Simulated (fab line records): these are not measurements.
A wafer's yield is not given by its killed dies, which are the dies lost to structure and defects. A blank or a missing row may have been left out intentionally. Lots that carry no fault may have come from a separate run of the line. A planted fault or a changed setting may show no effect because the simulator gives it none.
Problem report, 8D (eight disciplines) form, completed by code	flow sky130	the parts of the form that need people (team, actions taken, sign-off) are left out

== 1. THE PROBLEM ==
VIA1_HDPCVD_THK at SKY_VIA1_THK_MEAS_01 reads a mean of 373 nm on 5 wafers of 3 lots; wafers without a fault read 1036 nm with a standard deviation of 12. That puts it -55 standard deviations away from the usual mean.
Earliest sighting: wafer L784.2 on filmMetro-01 at day 36 23:22. The record has a number at this step for 45 wafers belonging to 15 lots. By rule, "out" or "out of limits" means more than 4 standard deviations away from the usual mean. Any other wafer with a number is counted as sound.

== 2. WHAT IT IS, WHAT IT ISN'T ==
question	is	is not
which readings at this step	VIA1_HDPCVD_THK	-
which lots	L784, L786, L787	L771, L773, L774, L775, L776, L777, L781, L782, L785, L788, L790, L793
which wafers of those lots	L784.2, L784.4, L786.2, L787.2, L787.4	L784.6, L786.3, L786.6, L787.1
read on which gauges	filmMetro-01, filmMetro-02	filmMetro-04
when	from day 36 23:22	up to then (25 sound wafers); but 15 sound wafers of L785, L786, L787, L788, L790, L793 came after

== 3. SUSPECTS, AND WHAT RULES EACH OUT ==
Counting: any tool at a process step up to the reading remains a suspect provided it ran every lot that is out. Sound lots after the first of them don't rule it out here, since some wafers of a struck lot are sound.
- the gauge at SKY_VIA1_THK_MEAS_01 has been ruled out. The wafers that are out were read on 2 gauges (filmMetro-01, filmMetro-02).
- hdpcvd-02 at SKY_VIA1_HDPCVD_00 (deposits SiO2, target thk 1030 nm, time 171.7 s): kept. Every lot that is out went through it, the first being L784 (day 36 23:14); the last sound lot it ran before that was L777 (day 35 01:50).
Left after counting: hdpcvd-02 at SKY_VIA1_HDPCVD_00.

== 4. THE CAUSE (what the simulator had put in) ==
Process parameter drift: hdpcvd-02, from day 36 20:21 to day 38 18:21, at SKY_VIA1_HDPCVD_00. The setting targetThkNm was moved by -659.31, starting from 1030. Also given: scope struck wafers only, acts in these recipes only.
After counting, this tool was the only one left.

== 5. SEQUENCE OF EFFECTS, ordered by route ==
Rows list readings where the struck wafers' mean (over those with a number) sits beyond 3 standard deviations from the usual. Scope: only readings with a usual standard deviation given in the record; hours: median across lots of the time from each lot's start at the first step in this table that gives one to its start at this step; sigmas: change in usual standard deviations.
hours	step	reading	usual	on struck wafers	change	sigmas
0	SKY_VIA1_THK_MEAS_01	VIA1_HDPCVD_THK	1036 nm	373	-663	-55

== 6. WHAT WOULD HAVE CAUGHT IT SOONER ==
Counted from the fault's start at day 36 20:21, it took 3 hours until the first out-of-limits reading at a measuring or inspecting step in this record, taken at day 36 23:22.
Lots out: 3; of these, L786, L787 started SKY_VIA1_HDPCVD_00 on hdpcvd-02 after day 36 23:22. A hold on the tool at that time would have spared those 2.
